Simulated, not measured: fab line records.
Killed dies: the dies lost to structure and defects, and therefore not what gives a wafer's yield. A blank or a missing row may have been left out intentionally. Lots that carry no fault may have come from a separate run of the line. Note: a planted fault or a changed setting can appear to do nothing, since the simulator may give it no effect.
Matching of chambers | flow sky130 | SKY_VIA1_ETCH_15 on rie_diel-03 has 4 sister chambers
The step etches SiO2 in C4F8/O2/Ar, stops on TiN, target depth 351 nm, time 54 s. 8 wafers are shown with their chamber, then 7 later ones without.

## WAFERS WITH THEIR CHAMBER
wafer  | chamber | oes_product_au (a.u.) | chamber_pressure_mTorr (mTorr)
L612.1 | 3       | 0.979                 | 39.96
L615.5 | 3       | 0.988                 | 39.99
L614.1 | 0       | 0.986                 | 40.01
L618.1 | 1       | 0.982                 | 39.98
L618.5 | 2       | 0.973                 | 40.02
L618.6 | 0       | 0.969                 | 40.01
L622.1 | 2       | 0.984                 | 40.00
L622.5 | 1       | 0.984                 | 39.98

## WAFERS WITH NO CHAMBER GIVEN
wafer  | oes_product_au (a.u.) | chamber_pressure_mTorr (mTorr)
L622.6 | 0.976                 | 40.05
L623.2 | 0.975                 | 39.94
L623.4 | 0.984                 | 40.01
L623.5 | 0.981                 | 40.02
L630.2 | 0.977                 | 39.94
L630.5 | 0.981                 | 39.97
L630.6 | 0.983                 | 39.95

## WHICH CHAMBER EACH WENT THROUGH
wafer  | from the rows above          | in truth
L622.6 | can't be placed: 0 or 2      | 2
L623.2 | can't be placed: 3 or 1      | 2
L623.4 | can't be placed: 2 or 0 or 1 | 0
L623.5 | can't be placed: 2 or 0      | 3
L630.2 | can't be placed: 3 or 1      | 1
L630.5 | can't be placed: 3 or 1      | 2
L630.6 | can't be placed: 3 or 1      | 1
Placed correctly: 0 of 7. Unplaceable from these rows: 7, with the true chamber sitting among the candidates in 4. Wrongly placed: 0.
How it was worked out, from the rows above alone: a wafer's distance from a chamber is the root of the sum, over the readings, of the square of ((its reading less the chamber's mean) divided by the reading's scatter). The wafer belongs to the nearest chamber; if the next one is less than 2 further off, it can't be placed. For every chamber, the mean is computed from those of its wafers that are shown. The scatter: the root of (the sum of the squares of (reading less its chamber's mean) over the shown wafers, divided by (wafers less chambers)).
